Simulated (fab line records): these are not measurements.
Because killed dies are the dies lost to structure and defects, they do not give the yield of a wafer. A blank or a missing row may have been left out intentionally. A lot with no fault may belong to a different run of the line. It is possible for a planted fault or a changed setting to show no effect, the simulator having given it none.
Which of the tools did it? | flow gf180mcu | Sampling: 12 lots, 36 wafers, 4 of 602 route steps

== WHAT THE GAUGES SHOWED, per wafer ==
GF_STI_BOW_MEAS_00. Usual: for INCOMING_BOW the level is -1 um and the standard deviation is 6.2.
lot  | measured    | on            | INCOMING_BOW (um) | flag
L535 | day 2 01:04 | film-metro-01 | -11 -6 1          |
L536 | day 2 06:01 | film-metro-01 | 1 -4 0            |
L538 | day 2 16:01 | film-metro-02 | -1 -1 -1          |
L540 | day 3 02:02 | film-metro-03 | -4 3 -3           |
L542 | day 3 12:00 | film-metro-01 | 6 -7 1            |
L544 | day 3 22:00 | film-metro-03 | 1 -1 0            |
L545 | day 4 03:00 | film-metro-03 | 1 7 -6            |
L546 | day 4 08:01 | film-metro-02 | 3 4 -13           |
L552 | day 5 14:00 | film-metro-03 | 5 3 1             |
L553 | day 5 19:01 | film-metro-03 | 0 12 6            |
L554 | day 6 00:01 | film-metro-01 | 4 4 -1            |
L555 | day 6 05:01 | film-metro-01 | -2 10 -11         |

GF_STI_THK_MEAS_24. Usual: for STI_CVD_23_THK the level is 648 nm and the standard deviation is 5.7.
lot  | measured    | on            | STI_CVD_23_THK (nm) | flag
L535 | day 2 19:03 | film-metro-01 | 650 647 655         |
L536 | day 3 00:22 | film-metro-03 | 642 650 643         |
L538 | day 3 10:38 | film-metro-01 | 642 639 645         |
L540 | day 3 20:37 | film-metro-03 | 649 648 647         |
L542 | day 4 07:57 | film-metro-01 | 641 657 650         |
L544 | day 4 17:32 | film-metro-01 | 654 650 648         |
L545 | day 4 22:39 | film-metro-01 | 642 645 646         |
L546 | day 5 03:46 | film-metro-02 | 647 647 652         |
L552 | day 6 12:00 | film-metro-02 | 753 645 746         | OFF
L553 | day 6 16:00 | film-metro-03 | 644 757 638         | OFF
L554 | day 6 22:47 | film-metro-03 | 756 649 754         | OFF
L555 | day 7 05:38 | film-metro-01 | 656 652 655         |

== TOOL THAT RAN EACH LOT (tool first, then ch and the chambers of the sampled wafers, then the start) ==
lot  | GF_STI_ETCH_14                  | GF_STI_CVD_23
L535 | rie-si-02 ch 1,2, day 2 17:13   | hdpcvd-02 ch 0,1,2, day 2 18:59
L536 | rie-si-01 ch 0,1,3, day 2 22:34 | hdpcvd-01 ch 0,2, day 3 00:17
L538 | rie-si-01 ch 0,3, day 3 08:28   | hdpcvd-02 ch 0,1, day 3 10:33
L540 | rie-si-02 ch 0,3, day 3 18:43   | hdpcvd-02 ch 0,1,2, day 3 20:31
L542 | rie-si-02 ch 0,1,3, day 4 06:10 | hdpcvd-01 ch 0,2, day 4 07:52
L544 | rie-si-01 ch 0,1,3, day 4 15:43 | hdpcvd-02 ch 1,2, day 4 17:27
L545 | rie-si-01 ch 0,1, day 4 20:40   | hdpcvd-02 ch 0,1,2, day 4 22:34
L546 | rie-si-02 ch 1,2, day 5 01:58   | hdpcvd-01 ch 0,1, day 5 03:41
L552 | rie-si-01 ch 1,3, day 6 08:25   | hdpcvd-01 ch 0,1, day 6 11:56
L553 | rie-si-02 ch 0,3, day 6 14:13   | hdpcvd-01 ch 0,1,2, day 6 15:55
L554 | rie-si-02 ch 0,2,3, day 6 20:58 | hdpcvd-01 ch 0,2, day 6 22:41
L555 | rie-si-02 ch 1,2,3, day 7 01:19 | hdpcvd-02 ch 1,2, day 7 05:33
- GF_STI_ETCH_14: etches Si in HBr/Cl2/O2, target depth 360 nm, time 102.9 s.
- GF_STI_CVD_23: deposits SiO2, target thk 650 nm, time 108.3 s.

== AS READ BY THE TOOLS THEMSELVES (means over the sampled wafers that have a number; for cases with no such wafer, the mark the record gives instead) ==
GF_STI_ETCH_14. Usual: O2_flow_sccm 6.000 sccm, standard deviation 0.018; chamber-pressure-mTorr 14.999 mTorr, standard deviation 0.014; drypump-motor-current-A 5.7 A, standard deviation 0.48; oes-product-au 0.998 a.u., standard deviation 0.011; throttle-valve-pct 25.657 %, standard deviation 0.011.
lot  | tool      | O2_flow_sccm (sccm) | chamber-pressure-mTorr (mTorr) | drypump-motor-current-A (A) | oes-product-au (a.u.) | throttle-valve-pct (%) | flag
L535 | rie-si-02 | 5.997               | 14.991                         | 5.3                         | 1.010                 | 25.644                 |
L536 | rie-si-01 | 6.011               | 14.999                         | 5.8                         | 0.990                 | 25.655                 |
L538 | rie-si-01 | 6.006               | 14.998                         | 6.1                         | 1.009                 | 25.647                 |
L540 | rie-si-02 | 6.010               | 15.014                         | 5.9                         | 0.999                 | 25.656                 |
L542 | rie-si-02 | 5.994               | 14.984                         | 6.0                         | 0.990                 | 25.653                 |
L544 | rie-si-01 | 5.983               | 15.011                         | 5.8                         | 0.995                 | 25.662                 |
L545 | rie-si-01 | 6.011               | 15.001                         | 5.5                         | 0.987                 | 25.657                 |
L546 | rie-si-02 | 5.983               | 14.989                         | 5.3                         | 1.005                 | 25.652                 |
L552 | rie-si-01 | 6.008               | 15.006                         | 5.8                         | 0.999                 | 25.661                 |
L553 | rie-si-02 | 6.012               | 14.998                         | 6.1                         | 0.996                 | 25.664                 |
L554 | rie-si-02 | 5.995               | 14.994                         | 5.6                         | 0.993                 | 25.659                 |
L555 | rie-si-02 | 6.006               | 14.996                         | 5.6                         | 0.990                 | 25.653                 |

== THE ANSWER, worked out from the rows above alone ==
Rule: a lot is off if the mean of its wafers that have a number lies more than 3 standard deviations from the usual mean. A lot without any number at a reading at which 4 lots or more have one is off too. The other lots that the step has rows for count as sound. Order of review: gauges by route order, followed by the tools' own readings, for which a lot's mean as printed above is used. At the first step where some lot is off, the reading lying furthest off is the one used; lots without a number count as furthest.
Off: L552, L553, L554, at GF_STI_THK_MEAS_24 (STI_CVD_23_THK).
If a tool, at a process step before that reading, ran all the lots that are off and no sound lot after the first of them, it fits. The gauges at GF_STI_THK_MEAS_24 are tried like those tools. One fits: GF_STI_CVD_23 on hdpcvd-01. A fault onset in the window from L546 (day 5 03:41, its last sound lot) to L552 (day 6 11:56, its first lot off) fits.

== WHAT HAD BEEN PUT IN BY THE SIMULATOR ==
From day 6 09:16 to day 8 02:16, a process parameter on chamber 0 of hdpcvd-01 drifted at GF_STI_CVD_23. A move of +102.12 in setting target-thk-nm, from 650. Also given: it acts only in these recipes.
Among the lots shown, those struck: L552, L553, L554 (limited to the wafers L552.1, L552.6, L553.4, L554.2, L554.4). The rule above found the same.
